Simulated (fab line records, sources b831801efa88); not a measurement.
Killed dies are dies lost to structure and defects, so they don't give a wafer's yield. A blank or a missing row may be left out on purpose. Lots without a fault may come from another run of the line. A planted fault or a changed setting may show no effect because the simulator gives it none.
Which tool did it? | flow gf180mcu | 12 lots, 36 wafers sampled, at 6 steps of a route of 602

WHAT THE GAUGES READ, wafer by wafer
GF_CONTACT_THK_MEAS_03.
lot  | measured     | on            | CONTACT_CVD_02_THK (nm)
L384 | day 15 05:58 | film_metro-03 | 864 858 878
L385 | day 15 13:56 | film_metro-04 | 861 870 882
L387 | day 15 23:27 | film_metro-04 | 859 861 854
L391 | day 17 08:43 | film_metro-04 | 864 859 874
L392 | day 17 23:40 | film_metro-03 | 864 878 862
L393 | day 18 16:35 | film_metro-04 | 873 873 866
L401 | day 21 05:46 | film_metro-01 | 854 872 879
L400 | day 21 08:29 | film_metro-04 | 867 877 872
L404 | day 22 13:54 | film_metro-03 | 853 861 863
L405 | day 22 22:08 | film_metro-03 | 857 853 859
L406 | day 23 07:10 | film_metro-04 | 867 849 881
L407 | day 23 16:31 | film_metro-01 | 849 842 861

GF_CONTACT_RS_MEAS_25: measures by four-point-probe.
lot  | measured     | on            | CONTACT_W_RS (ohm/sq)
L384 | day 16 03:52 | film_metro-04 | 0.388 0.392 0.389
L385 | day 16 12:10 | film_metro-01 | 0.390 0.383 0.386
L387 | day 16 22:19 | film_metro-01 | 0.380 0.380 0.384
L391 | day 18 09:28 | film_metro-03 | 0.377 0.382 0.386
L392 | day 19 00:37 | film_metro-01 | 0.391 0.398 0.408 0.391 0.397 0.409
L393 | day 19 18:47 | film_metro-04 | 0.403 0.379 0.417 0.403 0.378 0.417
L401 | day 22 06:50 | film_metro-04 | 0.379 0.383 0.377
L400 | day 22 09:58 | film_metro-01 | 0.387 0.387 0.377
L404 | day 23 14:07 | film_metro-04 | 0.385 0.387 0.385
L405 | day 23 21:38 | film_metro-04 | 0.390 0.386 0.384
L406 | day 24 07:21 | film_metro-03 | 0.379 0.390 0.379
L407 | day 24 15:25 | film_metro-03 | 0.389 0.378 0.391

GF_CONTACT_THK_MEAS_26: measures by xrf.
lot  | measured     | on            | CONTACT_W_THK (nm)
L384 | day 16 03:59 | film_metro-04 | 293 289 290
L385 | day 16 12:17 | film_metro-01 | 290 296 295
L387 | day 16 22:26 | film_metro-01 | 298 300 296
L391 | day 18 09:34 | film_metro-03 | 298 294 292
L392 | day 19 03:25 | film_metro-01 | 295 290 282 295 289 282
L393 | day 19 21:15 | film_metro-04 | 281 298 271 282 298 273
L401 | day 22 06:56 | film_metro-04 | 302 298 302
L400 | day 22 10:03 | film_metro-01 | 296 295 302
L404 | day 23 14:14 | film_metro-04 | 298 295 297
L405 | day 23 21:45 | film_metro-04 | 294 298 299
L406 | day 24 07:28 | film_metro-03 | 297 288 298
L407 | day 24 15:32 | film_metro-03 | 291 297 287

WHICH TOOL RAN EACH LOT (tool, then ch and the chambers of the sampled wafers, then the start)
lot  | GF_SALICIDE_RTA_08               | GF_CONTACT_CVD_02               | GF_CONTACT_CVD_24
L384 | rtp_anneal-02 ch 0, day 15 05:41 | pecvd-02 ch 1,2, day 15 05:53   | cvd_w-01 ch 0,1, day 16 03:46
L385 | rtp_anneal-01 ch 0, day 15 13:40 | pecvd-02 ch 1,2, day 15 13:52   | cvd_w-02 ch 0, day 16 12:04
L387 | rtp_anneal-01 ch 0, day 15 23:11 | pecvd-04 ch 1,2, day 15 23:23   | cvd_w-02 ch 0,1, day 16 22:13
L391 | rtp_anneal-02 ch 0, day 17 08:28 | pecvd-02 ch 0,1,2, day 17 08:40 | cvd_w-01 ch 0,1, day 18 09:21
L392 | rtp_anneal-02 ch 0, day 17 23:23 | pecvd-03 ch 0,1,2, day 17 23:35 | cvd_w-01 ch 0,1, day 19 00:31
L393 | rtp_anneal-01 ch 0, day 18 16:20 | pecvd-02 ch 0,1,2, day 18 16:31 | cvd_w-01 ch 0,1, day 19 18:40
L401 | rtp_anneal-01 ch 0, day 21 05:30 | pecvd-03 ch 0,1, day 21 05:40   | cvd_w-02 ch 0,1, day 22 06:43
L400 | rtp_anneal-02 ch 0, day 21 08:14 | pecvd-02 ch 0,1,2, day 21 08:25 | cvd_w-02 ch 0,1, day 22 09:50
L404 | rtp_anneal-01 ch 0, day 22 13:38 | pecvd-03 ch 0,1,2, day 22 13:50 | cvd_w-02 ch 0, day 23 14:01
L405 | rtp_anneal-01 ch 0, day 22 21:52 | pecvd-03 ch 0,2, day 22 22:04   | cvd_w-01 ch 0,1, day 23 21:32
L406 | rtp_anneal-02 ch 0, day 23 06:54 | pecvd-02 ch 0,1,2, day 23 07:05 | cvd_w-01 ch 0,1, day 24 07:14
L407 | rtp_anneal-02 ch 0, day 23 16:14 | pecvd-04 ch 1,2, day 23 16:26   | cvd_w-01 ch 0,1, day 24 15:19
- GF_SALICIDE_RTA_08: time 30 s.
- GF_CONTACT_CVD_02: deposits SiO2 from TEOS, target thk 860 nm, time 95.992 s.
- GF_CONTACT_CVD_24: deposits W, target thk 300 nm, time 90.339 s.

WHAT THE TOOLS THEMSELVES READ (means of the sampled wafers that have a number; where no wafer has one, the mark that the record gives instead)
GF_SALICIDE_RTA_08.
lot  | tool          | lamp_power_pct (%) | wafer_temp_C_max
L384 | rtp_anneal-02 | 21.3               | 802.8
L385 | rtp_anneal-01 | 17.6               | 803.3
L387 | rtp_anneal-01 | 17.6               | 801.8
L391 | rtp_anneal-02 | 21.3               | 802.6
L392 | rtp_anneal-02 | 21.3               | 801.9
L393 | rtp_anneal-01 | 17.6               | 803.2
L401 | rtp_anneal-01 | 17.6               | 802.2
L400 | rtp_anneal-02 | 21.3               | 802.6
L404 | rtp_anneal-01 | 17.6               | 802.7
L405 | rtp_anneal-01 | 17.6               | 803.1
L406 | rtp_anneal-02 | 21.3               | 802.3
L407 | rtp_anneal-02 | 21.3               | 802.1

GF_CONTACT_CVD_02.
lot  | tool     | heater_power_w (W)
L384 | pecvd-02 | 735
L385 | pecvd-02 | 723
L387 | pecvd-04 | 662
L391 | pecvd-02 | 699
L392 | pecvd-03 | 557
L393 | pecvd-02 | 608
L401 | pecvd-03 | 527
L400 | pecvd-02 | 735
L404 | pecvd-03 | 579
L405 | pecvd-03 | 554
L406 | pecvd-02 | 725
L407 | pecvd-04 | 664

GF_CONTACT_CVD_24.
lot  | tool     | heater_power_w (W)
L384 | cvd_w-01 | 985
L385 | cvd_w-02 | 760
L387 | cvd_w-02 | 771
L391 | cvd_w-01 | 812
L392 | cvd_w-01 | 935
L393 | cvd_w-01 | 813
L401 | cvd_w-02 | 798
L400 | cvd_w-02 | 773
L404 | cvd_w-02 | 769
L405 | cvd_w-01 | 841
L406 | cvd_w-01 | 832
L407 | cvd_w-01 | 920

THE ANSWER, worked out from the rows above alone
Rule: what is usual is taken from the lots themselves. Put in order of their means at a reading, lots are off if they are a third of the lots or fewer, leave a main group of 4 or more, and stand apart from it by a gap of 3 or more times the standard deviation of the main group's means; of several such gaps the widest counts. A main group whose means are all the same, to the digits that the tables above print for the reading, isn't used. A lot without any number at a reading at which 4 lots or more have one is off too. The other lots that the step has rows for count as sound. The gauges are gone through in route order, then the tools' own readings, and for those a lot's mean is taken as printed above. The first step at which some lot is off is used, and at that step the reading that is off furthest; a lot without a number counts as furthest.
Off: L392, L393, at GF_CONTACT_RS_MEAS_25 (CONTACT_W_RS). The main group: mean 0.384 ohm/sq, standard deviation 0.0029.
A tool fits if, at a process step before that reading, it ran every lot that is off, and no sound lot after the first of them. The gauges at GF_CONTACT_RS_MEAS_25 are tried like those tools. None of those tried fits.

WHAT THE SIMULATOR HAD PUT IN
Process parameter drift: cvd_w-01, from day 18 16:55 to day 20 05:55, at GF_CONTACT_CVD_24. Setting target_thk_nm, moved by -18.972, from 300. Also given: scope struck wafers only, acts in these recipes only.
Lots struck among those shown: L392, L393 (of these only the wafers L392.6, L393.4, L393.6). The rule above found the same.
